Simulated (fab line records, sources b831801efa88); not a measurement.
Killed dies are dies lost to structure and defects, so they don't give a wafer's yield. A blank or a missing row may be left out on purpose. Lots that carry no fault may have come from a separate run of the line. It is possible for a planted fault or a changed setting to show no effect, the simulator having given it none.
Matching of chambers ; flow sky130 ; SKY_LI_CONTACT_CMP_24 on cmp-01 has 4 sister chambers
The step polishes, stops on PSG, t overpolish 20 s, target thk 0 nm. 14 wafers are shown with their chamber, then 6 later ones without.

## WAFERS WITH THEIR CHAMBER
wafer;chamber;motorCurrentA (A);timeToEndpointS (s)
L928.1;0;10.8;105
L928.3;2;11.6;94
L928.6;2;11.5;96
L938.1;3;13.1;113
L938.2;1;9.6;112
L945.2;0;10.6;101
L945.3;3;13.0;93
L945.5;3;13.4;89
L947.2;2;11.3;88
L947.5;2;11.1;89
L947.6;1;10.1;90
L948.1;3;13.1;87
L948.4;2;11.6;88
L948.5;1;9.6;87

SIGNATURES, as means of the wafers listed above
reading;chamber 0;chamber 1;chamber 2;chamber 3;scatter within a chamber
motorCurrentA;10.700;9.767;11.420;13.150;0.216
timeToEndpointS;103.00;96.33;91.00;95.50;9.29
Rule: for each reading, subtract the chamber's mean from the wafer's reading, divide by that reading's scatter and square the result; add these up over the readings and take the root, which gives the wafer's distance from the chamber. The wafer belongs to the nearest chamber; if the next one is less than 2 further off, it can't be placed. How the scatter is found: for the shown wafers, subtract from each reading the mean of its chamber, square and add these, divide the total by (wafers less chambers), then take the root.

## WAFERS WITHOUT THEIR CHAMBER
wafer;motorCurrentA (A);timeToEndpointS (s)
L951.1;11.0;94
L951.3;9.5;91
L951.6;9.7;94
L950.1;9.5;92
L950.5;12.9;92
L950.6;10.9;105

## CHAMBER TAKEN BY EACH
wafer;from the rows above;in truth
L951.1;can't be placed: 0 or 2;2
L951.3;1;1
L951.6;1;1
L950.1;1;1
L950.5;3;3
L950.6;can't be placed: 0 or 2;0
4 of 6 placed correctly. Unplaceable from these rows: 2, with the true chamber sitting among the candidates in 2. Wrongly placed: 0.
